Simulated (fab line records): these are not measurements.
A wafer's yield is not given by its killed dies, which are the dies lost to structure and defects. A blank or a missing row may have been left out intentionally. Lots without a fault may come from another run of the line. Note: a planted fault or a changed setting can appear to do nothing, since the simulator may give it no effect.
A lot that was struck, set against a sound lot ; flow sky130 ; 15 out of 708 route steps
Sound: the wafers L432.2, L432.3, L432.5. Struck: wafers L448.4, L448.5 (left out: L448.1, a lot-mate that was not struck); the cause follows at the end.
For every step that has rows: the tool of each side, followed by ch and its chambers, followed by its first start. Under that, the readings that differ: sound wafers ; struck wafers ; difference of the means ; sigmas: that difference in standard deviations of wafers without a fault.
alike: words and numbers the same on both sides, and readings whose means are apart by under 2 such deviations; not compared: readings that were withheld, readings missing a value for some wafer, numbers with overlapping values and no deviation given by the record, and bounds like >300 which may hide the same value.
A row with sigmas, a row that says differs or no value, or rows on one side alone: a step with any of these is where the two part. Non-overlapping numbers with no deviation appear without sigmas and do not part them. A reading that every wafer of one side lacks parts them only if that side has two wafers or more.

SKY_SPACER_THK_MEAS_01:
  sound on film_metro-03 at day 23 08:34; struck on film_metro-04 at day 29 02:38
  alike: SPACER_CVD_00_THK
SKY_SPACER_ETCHBACK_02: etches Si3N4 in CH3F/O2, stops on SiO2, time 46.7 s, target depth 45 nm.
  sound on rie_diel-03 ch 2,3, day 23 08:37; struck on rie_diel-01 ch 2,3, day 29 02:41
  alike: drypump_motor_current_A, oes_product_au, rf_fwd_power_W, throttle_valve_pct
  not compared: rf_hours_counter_h
then, 8 steps without rows for these wafers: SKY_POLY_CUT_DEHYDRATE_00 (time 60 s); SKY_POLY_CUT_HMDS_01 (prime time 60 s); SKY_POLY_CUT_COAT_02 (resist thk 60 nm); SKY_POLY_CUT_COAT_03 (resist thk 450 nm); SKY_POLY_CUT_SOFTBAKE_04 (time 90 s); SKY_POLY_CUT_EXPOSE_05 (exposes mask NPCM, target cd 270 nm); SKY_POLY_CUT_PEB_06; SKY_POLY_CUT_DEVELOP_07 (develop time 60 s).
SKY_POLY_CUT_CD_MEAS_08 targets a cd of 270 nm.
  sound on cd_sem-01 at day 24 14:50; struck on cd_sem-02 at day 30 06:55
  alike: cd_nm
SKY_POLY_CUT_OVL_MEAS_09:
  sound on overlay-02 at day 24 14:56; struck on overlay-02 at day 30 07:02
  alike: POLY_CUT_OVL
SKY_POLY_CUT_ETCH_10: etches BARC in N2/H2, stops on SiO2, time 45.9 s, target depth 60 nm.
  sound on rie_diel-04 ch 0,3, day 24 14:58; struck on rie_diel-04 ch 2, day 30 07:04
reading;sound;struck;difference;sigmas
bias_w (W);99.7 100.1 99.8;118.3 118.3;+18.4;+58
model.SiO2_of_SONOS_ONO_CVD_04.thk_nm (nm);4.353 4.277 4.411;3.852 3.776;-0.533;
  alike: drypump_motor_current_A, oes_product_au, rf_fwd_power_W, throttle_valve_pct
  not compared: rf_hours_counter_h
SKY_POLY_CUT_ETCH_11: etches Si3N4 in CF4/CH2F2/Ar, stops on poly-Si, time 42.5 s, target depth 60 nm.
  sound on rie_diel-04 ch 0,3, day 24 15:01; struck on rie_diel-04 ch 2, day 30 07:07
  alike: bias_w, drypump_motor_current_A, mfc_ar_sccm, oes_product_au, rf_fwd_power_W, throttle_valve_pct
  not compared: rf_hours_counter_h
SKY_PAD_OPEN_PROBE_99:
  the record has rows for the sound wafers here (prober-01, day 46 03:37) and none for the struck ones

== WHERE THEY PART ==
Earliest at SKY_POLY_CUT_ETCH_10; latest, in this record, at SKY_PAD_OPEN_PROBE_99.

WHY: the cause the simulator had injected
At SKY_POLY_CUT_ETCH_10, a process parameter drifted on rie_diel-04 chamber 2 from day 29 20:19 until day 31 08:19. The setting bias_w was moved by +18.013, starting from 100. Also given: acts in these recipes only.
